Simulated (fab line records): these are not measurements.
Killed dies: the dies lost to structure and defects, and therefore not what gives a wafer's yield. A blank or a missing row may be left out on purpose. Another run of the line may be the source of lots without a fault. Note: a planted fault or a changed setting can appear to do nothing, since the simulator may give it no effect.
fab line records | flow sky130
record: lots: 7 | wafers: 21 | last-day: 50
route steps=708 shown VT_ADJUST_PCH@148 SONOS_TUNNEL@154
lots untouched by any fault: they come from a run of this same line in which no faults occurred
start-h: the number of hours between the record's first day and the start of the first shown wafer of the lot | wait-h: hours from the lot's prior step to this one | " identical to the entry in the row above | L1.1+2: a single row standing in for several wafers | - no value, or no start given | * or withheld: withheld | < > ~ a bound
route shown NAME@n: names a module that has steps shown in the file, with the first one's number in the route | usual: the fault-free wafers' mean and standard deviation | same: alike in all rows | chamber/n: place in a boat | sites: each site's reading | _std_site: the values' standard deviation | _edge_site: outer sites' mean less inner sites' | radius-mm: for every site, how far away it sits from the centre of the wafer | mask NAME#n: copy n | behind: the last tool/chamber to shape the wafer | hold: why the lot was held/for how many hours/how that ended | device: names the non-switching transistor (n, p or np) | end of line: tests run on the same wafers once the route is complete | for a step that has no rows: nothing shown but its recipe | killed: not the wafer's yield, but the dies lost to structure and defects at the first sort | map: per-die view of a wafer (x killed, . not killed, _ where there is no die)
set.NAME: the setting that was run; set.NAME@STEP: the one run at that earlier step | model.NAME: the simulator's own value behind a step, which no gauge read
certain route steps with their lots: each step a table, each wafer a row
services: a tool's chamber out of use, with start hour (start-h, from the record's first day; less than 0 if before it), hours out, and reason
== steps ==
step: SKY_VT_ADJUST_PCH_PEB_05
recipe: temp-c: 115 | time-s: withheld
step: SKY_VT_ADJUST_PCH_DEVELOP_06
recipe: wall-angle-deg: 90 | developer: TMAH | develop-time-s: 60 | dev-temp-c: 23
step: SKY_VT_ADJUST_PCH_OVL_MEAS_07
usual: VT_ADJUST_PCH_OVL: -0.1/1.3
lot.wafer | tool       | chamber | start-h | wait-h | VT_ADJUST_PCH_OVL[nm]
L367.1    | overlay-02 | -       | 270.62  | -      | 1.5
L367.4    | "          | -       | "       | "      | 1.1
L367.5    | "          | -       | "       | "      | -1.2
L369.2    | overlay-01 | -       | 284.03  | -      | -3.4
L369.4    | "          | -       | "       | "      | -1.3
L369.5    | "          | -       | "       | "      | -0.7
L377.4    | overlay-01 | -       | 356.92  | -      | -0.5
L377.5    | "          | -       | "       | "      | 0.3
L377.6    | "          | -       | "       | "      | 0.8
L378.3    | overlay-02 | -       | 363.88  | -      | 1.0
L378.4    | "          | -       | "       | "      | -0.5
L378.6    | "          | -       | "       | "      | 0.1
L379.1    | overlay-02 | -       | 367.32  | -      | 0.4
L379.2    | "          | -       | "       | "      | -1.3
L379.3    | "          | -       | "       | "      | 0.3
L382.1    | overlay-01 | -       | 389.57  | -      | 0.5
L382.2    | "          | -       | "       | "      | 1.4
L382.5    | "          | -       | "       | "      | 1.8
L383.1    | overlay-02 | -       | 394.65  | -      | 2.2
L383.2    | "          | -       | "       | "      | 3.3
L383.3    | "          | -       | "       | "      | 1.8
step: SKY_VT_ADJUST_PCH_IMPLANT_08
recipe: species: B | energy-kev: 10 | dose-cm2: 5e+11 | tilt-deg: withheld
step: SKY_VT_ADJUST_PCH_STRIP_09
recipe: chemistry: O2/N2 | power-w: 1400 | pressure-mtorr: 1500 | platen-temp-c: withheld | o2-flow-sccm: 3000 | n2-flow-sccm: 300 | overash-fraction: 0.5
usual: drypump-motor-current-A: 5.9/0.34 | n2-flow-sccm: 300.1/0.83 | oes-product-au: 0.723/0.0043 | strip-time-to-endpoint-s: 36.98/0.11
lot.wafer | tool            | chamber | start-h | wait-h | drypump-motor-current-A | n2-flow-sccm | oes-product-au | rf-hours-counter-h | strip-time-to-endpoint-s
L367.1    | plasma-asher-03 | 0       | 270.81  | 0.1    | 6.2                     | 300.2        | 0.720          | 43                 | 37.08
L367.4    | "               | 0       | "       | "      | 6.2                     | 300.2        | 0.716          | -                  | 37.01
L367.5    | "               | 0       | "       | "      | 6.2                     | 301.4        | 0.718          | -                  | 36.94
L369.2    | plasma-asher-03 | 1       | 284.21  | 0.1    | 6.2                     | 299.0        | 0.728          | 44                 | 37.05
L369.4    | "               | 1       | "       | "      | 6.2                     | 300.3        | 0.725          | -                  | 37.02
L369.5    | "               | 1       | "       | "      | 6.2                     | 299.4        | 0.734          | -                  | 36.98
L377.4    | plasma-asher-03 | 1       | 357.12  | 0.1    | 6.2                     | 300.2        | 0.724          | -                  | 36.95
L377.5    | "               | 1       | "       | "      | 6.2                     | 300.9        | 0.724          | -                  | 37.01
L377.6    | "               | 0       | "       | "      | 6.2                     | 298.7        | 0.720          | -                  | 36.89
L378.3    | plasma-asher-02 | 1       | 364.08  | 0.1    | 6.2                     | 301.3        | 0.721          | -                  | 36.91
L378.4    | "               | 0       | "       | "      | 5.2                     | 301.8        | 0.723          | -                  | 36.93
L378.6    | "               | 0       | "       | "      | 5.2                     | 301.2        | 0.723          | -                  | 36.83
L379.1    | plasma-asher-03 | 1       | 367.51  | 0.1    | 6.2                     | 300.3        | 0.719          | 53                 | 36.91
L379.2    | "               | 0       | "       | "      | 6.2                     | 300.5        | 0.717          | 53                 | 36.99
L379.3    | "               | 1       | "       | "      | 6.2                     | 301.3        | 0.723          | -                  | 36.86
L382.1    | plasma-asher-04 | 1       | 389.76  | 0.1    | 6.0                     | 300.3        | 0.721          | 71                 | 37.07
L382.2    | "               | 0       | "       | "      | 5.7                     | 300.8        | 0.719          | 71                 | 37.10
L382.5    | "               | 1       | "       | "      | 6.0                     | 299.4        | 0.715          | -                  | 37.09
L383.1    | plasma-asher-03 | 1       | 394.84  | 0.1    | 6.2                     | 299.6        | 0.724          | 56                 | 37.10
L383.2    | "               | 0       | "       | "      | 6.2                     | 299.6        | 0.725          | 56                 | 37.09
L383.3    | "               | 0       | "       | "      | 6.2                     | 300.6        | 0.718          | -                  | 37.15
step: SKY_VT_ADJUST_PCH_TW_MEAS_10
usual: VT_ADJUST_PCH_TW: 142.6/1.3
lot.wafer | tool          | chamber | start-h | wait-h | VT_ADJUST_PCH_TW
L367.1    | film-metro-01 | -       | 270.91  | 0.1    | 141.4
L367.4    | "             | -       | "       | "      | 141.5
L367.5    | "             | -       | "       | "      | 142.2
L369.2    | film-metro-02 | -       | 284.32  | 0.1    | 143.9
L369.4    | "             | -       | "       | "      | 144.2
L369.5    | "             | -       | "       | "      | 143.7
L377.4    | film-metro-04 | -       | 357.22  | 0.1    | 141.0
L377.5    | "             | -       | "       | "      | 141.4
L377.6    | "             | -       | "       | "      | 141.2
L378.3    | film-metro-02 | -       | 364.17  | 0.1    | 144.3
L378.4    | "             | -       | "       | "      | 143.4
L378.6    | "             | -       | "       | "      | 144.9
L379.1    | film-metro-04 | -       | 367.61  | 0.1    | 142.2
L379.2    | "             | -       | "       | "      | 141.8
L379.3    | "             | -       | "       | "      | 141.7
L382.1    | film-metro-01 | -       | 389.86  | 0.1    | 143.4
L382.2    | "             | -       | "       | "      | 143.0
L382.5    | "             | -       | "       | "      | 143.7
L383.1    | film-metro-01 | -       | 394.94  | 0.1    | 143.6
L383.2    | "             | -       | "       | "      | 143.5
L383.3    | "             | -       | "       | "      | 144.1
step: SKY_SONOS_TUNNEL_DEHYDRATE_00
recipe: temp-c: 200 | time-s: 60
step: SKY_SONOS_TUNNEL_HMDS_01
recipe: prime-time-s: 60 | prime-temp-c: 120
step: SKY_SONOS_TUNNEL_COAT_02
recipe: resist: NOVOLAK | spin-rpm: 3000 | resist-thk-nm: 1140
step: SKY_SONOS_TUNNEL_SOFTBAKE_03
recipe: temp-c: 90 | time-s: 60 | resist: NOVOLAK
step: SKY_SONOS_TUNNEL_EXPOSE_04
recipe: mask-id: TUNM | na: 0.6 | source-shape: conventional | sigma-outer: 0.6 | polarization: unpolarized | target-cd-nm: 410 | dose-mj: 136
step: SKY_SONOS_TUNNEL_PEB_05
recipe: temp-c: withheld | time-s: * | resist: NOVOLAK
step: SKY_SONOS_TUNNEL_DEVELOP_06
recipe: resist: NOVOLAK | developer: TMAH | develop-time-s: 60 | dev-temp-c: 23
usual: chill-plate-temp-C: 22.99/0.087 | develop-time-s: 60/0
lot.wafer | tool           | chamber | start-h | wait-h | chill-plate-temp-C | develop-time-s
L367.1    | litho-track-01 | 0       | 294.75  | 0.1    | 23.00              | 60
L367.4    | "              | 0       | "       | "      | 23.04              | 60
L367.5    | "              | 0       | "       | "      | 23.07              | 60
L369.2    | litho-track-01 | 0       | 307.18  | 0.1    | 22.86              | 60
L369.4    | "              | 0       | "       | "      | 23.03              | 60
L369.5    | "              | 0       | "       | "      | 22.92              | 60
L377.4    | litho-track-02 | -       | 385.00  | 0.1    | -                  | -
L377.5    | "              | -       | "       | "      | -                  | -
L377.6    | "              | -       | "       | "      | -                  | -
L378.3    | litho-track-01 | -       | 391.85  | 0.1    | -                  | -
L378.4    | "              | -       | "       | "      | -                  | -
L378.6    | "              | -       | "       | "      | -                  | -
L379.1    | litho-track-04 | -       | 395.95  | 0.1    | -                  | -
L379.2    | "              | -       | "       | "      | -                  | -
L379.3    | "              | -       | "       | "      | -                  | -
L382.1    | litho-track-01 | 0       | 418.75  | 0.1    | 22.87              | 60
L382.2    | "              | 0       | "       | "      | 23.00              | 60
L382.5    | "              | 0       | "       | "      | 22.82              | 60
L383.1    | litho-track-01 | 0       | 423.40  | 0.1    | 23.10              | 60
L383.2    | "              | 0       | "       | "      | 22.94              | 60
L383.3    | "              | 0       | "       | "      | 23.04              | 60
step: SKY_SONOS_TUNNEL_CD_MEAS_07
recipe: target-cd-nm: 410
usual: cd-nm: 410.2/2.4
lot.wafer | tool      | chamber | start-h | wait-h | cd-nm
L367.1    | cd-sem-01 | -       | 294.90  | 0.1    | 410.2
L367.4    | "         | -       | "       | "      | 410.5
L367.5    | "         | -       | "       | "      | 410.2
L369.2    | cd-sem-02 | -       | 307.32  | 0.1    | 411.1
L369.4    | "         | -       | "       | "      | 408.0
L369.5    | "         | -       | "       | "      | 412.2
L377.4    | cd-sem-02 | -       | 385.13  | 0.1    | -
L377.5    | "         | -       | "       | "      | -
L377.6    | "         | -       | "       | "      | -
L378.3    | cd-sem-01 | -       | 391.99  | 0.1    | -
L378.4    | "         | -       | "       | "      | -
L378.6    | "         | -       | "       | "      | -
L379.1    | cd-sem-02 | -       | 396.10  | 0.1    | -
L379.2    | "         | -       | "       | "      | -
L379.3    | "         | -       | "       | "      | -
L382.1    | cd-sem-01 | -       | 418.90  | 0.1    | 410.8
L382.2    | "         | -       | "       | "      | 408.1
L382.5    | "         | -       | "       | "      | 411.2
L383.1    | cd-sem-01 | -       | 423.55  | 0.1    | 414.2
L383.2    | "         | -       | "       | "      | 408.5
L383.3    | "         | -       | "       | "      | 410.0
== services ==
tool            | chamber | start-h | hours | kind
plasma-asher-02 | -       | 328.95  | 5.1   | repair
plasma-asher-02 | -       | 343.80  | 2.8   | pm
litho-track-01  | -       | 383.24  | -     | consumable-replace:filter
plasma-asher-03 | -       | 414.37  | 14.3  | repair
plasma-asher-04 | -       | 421.25  | 9.0   | pm
plasma-asher-04 | 0       | 421.25  | 9.0   | vent-cycle
plasma-asher-04 | 1       | 421.25  | 9.0   | vent-cycle
== key ==
first-sign: step: SKY_SONOS_TUNNEL_DEVELOP_06 | reading: tool-record | direction: missing
effect none on later readings
met-at SKY_SONOS_TUNNEL_DEVELOP_06
struck-wafers L377.4,L377.5,L377.6,L378.3,L378.4,L378.6,L379.1,L379.2,L379.3
later-rows-left-out L377.4,L377.5,L377.6,L378.3,L378.4,L378.6,L379.1,L379.2,L379.3
sort-left-out L377.4,L377.5,L377.6,L378.3,L378.4,L378.6,L379.1,L379.2,L379.3
tester-left-out L377,L378,L379
onset-between 307.18 385.00
fault: kind: skipped-step-whole | tool: litho-track-01,litho-track-02,litho-track-04 | chamber: - | onset-h: 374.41 | steps: SKY_SONOS_TUNNEL_DEVELOP_06 | scope: struck-lots-only
tester-left-out: of these lots the tester's yield and bins aren't shown, on N5 and GAA mostly nor the transistor test; their killed dies are dies lost to structure and defects alone, not to doping, threshold or leakage, so they don't give the yield
sort-left-out: the simulated sort isn't trusted on such a fault, so these wafers' sort isn't shown, and their yield isn't known
later-rows-left-out: the simulator's readings of these wafers behind a module that went badly wrong aren't trusted and aren't shown, but for the sort
